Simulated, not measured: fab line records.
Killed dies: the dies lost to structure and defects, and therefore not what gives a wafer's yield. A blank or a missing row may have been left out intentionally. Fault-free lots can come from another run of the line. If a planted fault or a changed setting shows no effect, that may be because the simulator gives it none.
A lot that was struck, set against a sound lot | flow sfq_line | 18 steps out of a route of 325
Sound: the wafers L984.4, L984.5, L984.6. Struck: wafer L979.3. (L979.1 of the same lot was not struck and is left out.) The cause comes at the end.
At each step with rows: each side's tool, then ch and its chambers, then its first start. Under that, the readings that differ: sound wafers | struck wafers | difference of the means | sigmas: that difference in standard deviations of wafers without a fault.
alike: a reading whose means differ by less than 2 such deviations, as well as words and numbers matching on both sides. not compared: withheld readings; readings where some wafer has no value; bounds like >300 that might hide an equal value; numbers whose values overlap and for which the record gives no deviation.
Wherever a step has rows on one side only, a row that says differs or no value, or a row with sigmas, the two part there. Numbers that don't overlap but have no deviation are shown without sigmas and don't part them. Lack of a reading on every wafer of one side parts them only where that side has two or more wafers.

SFQ_TRILAYER_M4_BARC_OPEN_METAL_ETCH_123: etches BARC in O2, target depth 125 nm, time 41.7 s.
  sound on rie_metal-01 ch 0,1, day 54 06:40; struck on rie_metal-03 ch 1, day 54 00:39
  alike: drypump_motor_current_A, oes_product_au
  not compared: rf_hours_counter_h
SFQ_TRILAYER_M4_ETCH_METAL_ETCH_096: etches Nb in Cl2/Ar, stops on SiO2, target depth 240 nm, time 120 s.
  sound on rie_metal-01 ch 0,1, day 54 06:45; struck on rie_metal-03 ch 1, day 54 00:43
  alike: drypump_motor_current_A, oes_product_au
  not compared: rf_hours_counter_h
SFQ_TRILAYER_M4_STRIP_STRIP_097: strips in O2.
  sound on rie_metal-01 ch 0,1, day 54 07:02; struck on rie_metal-03 ch 1, day 54 00:50
  alike: drypump_motor_current_A, oes_product_au
  not compared: rf_hours_counter_h
then, 3 steps without rows for these wafers: SFQ_TRILAYER_M4_STRIP_SOLV_CLEAN_098 (cleans in NMP, time 600 s); SFQ_TRILAYER_I4_DEP_PECVD_099 (deposits SiO2 from SiH4/N2O, time 111.11 s, target thk 500 nm); SFQ_TRILAYER_I4_CMP_CMP_100 (polishes SiO2).
SFQ_I4_BOW_MEAS_927:
  sound on film_metro-01, day 54 22:43; struck on film_metro-03, day 54 11:28
  reading     | sound    | struck | difference | sigmas
  I4_BOW (um) | 1 -6 -12 | 13     | +19        | +2
SFQ_TRILAYER_I4_METRO_MEASURE_101:
  sound on film_metro-01, day 54 23:23; struck on film_metro-03, day 54 11:35
  alike: thk_nm
then, 4 steps without rows for these wafers: SFQ_TRILAYER_I4_VIA_LITHO_COAT_108 (resist thk 62 nm); SFQ_TRILAYER_I4_VIA_LITHO_COAT_103 (resist thk 650 nm); SFQ_TRILAYER_I4_VIA_LITHO_SOFTBAKE_107; SFQ_TRILAYER_I4_VIA_LITHO_EXPOSE_104 (exposes mask I4, target cd 700 nm).
SFQ_TRILAYER_I4_VIA_LITHO_PEB_106: peb time 60 s.
  sound on litho_track-01 ch 0, day 55 11:56; struck on litho_track-02 ch 0, day 55 05:52
  reading                  | sound             | struck | difference | sigmas
  heater_power_total_W (W) | 79.13 79.18 79.20 | 82.90  | +3.73      | +54
then, 1 step without rows for these wafers: SFQ_TRILAYER_I4_VIA_LITHO_DEVELOP_105 (time 60 s).
SFQ_I4_OVL_MEAS_928:
  sound on overlay-02, day 55 12:11; struck on overlay-02, day 55 06:10
  reading     | sound   | struck | difference | sigmas
  I4_OVL (nm) | 7 13 11 | -4     | -14        | -3
SFQ_TRILAYER_I4_VIA_BARC_OPEN_VIA_ETCH_146: etches BARC in O2, target depth 125 nm, time 41.7 s.
  sound on rie_diel-02 ch 1,2,3, day 55 12:13; struck on rie_diel-04 ch 0, day 55 06:12
  reading                     | sound             | struck | difference                   | sigmas
  drypump_motor_current_A (A) | 5.9 6.1 5.9       | 5.0    | -1.0                         | -3
  rf_hours_counter_h (h)      | - - -             | 4      | no value on the sound wafers |
  model.I4.cd_nm (nm)         | 696.8 697.2 698.4 | 680.8  | -16.7                        |
  alike: oes_product_au
SFQ_TRILAYER_I4_VIA_ETCH_VIA_ETCH_106: etches SiO2 in CHF3, stops on Nb, target depth 260 nm.
  sound on rie_diel-02 ch 1,2,3, day 55 12:18; struck on rie_diel-04 ch 0, day 55 06:14
  reading                     | sound             | struck | difference | sigmas
  drypump_motor_current_A (A) | 5.9 6.1 5.9       | 5.0    | -1.0       | -3
  model.I4.cd_nm (nm)         | 697.5 697.1 701.7 | 679.3  | -19.5      |
  alike: oes_product_au
SFQ_TRILAYER_I4_VIA_STRIP_STRIP_107: strips in O2.
  sound on rie_metal-03 ch 0,1, day 55 12:37; struck on rie_metal-02 ch 0, day 55 06:21
  alike: drypump_motor_current_A, oes_product_au
  not compared: rf_hours_counter_h

## WHERE THEY PART
First at SFQ_I4_BOW_MEAS_927; last, within this record, at SFQ_TRILAYER_I4_VIA_ETCH_VIA_ETCH_106. Later steps at which nothing parts them and some readings are alike: SFQ_TRILAYER_I4_VIA_STRIP_STRIP_107.

WHY: what had been put in by the simulator
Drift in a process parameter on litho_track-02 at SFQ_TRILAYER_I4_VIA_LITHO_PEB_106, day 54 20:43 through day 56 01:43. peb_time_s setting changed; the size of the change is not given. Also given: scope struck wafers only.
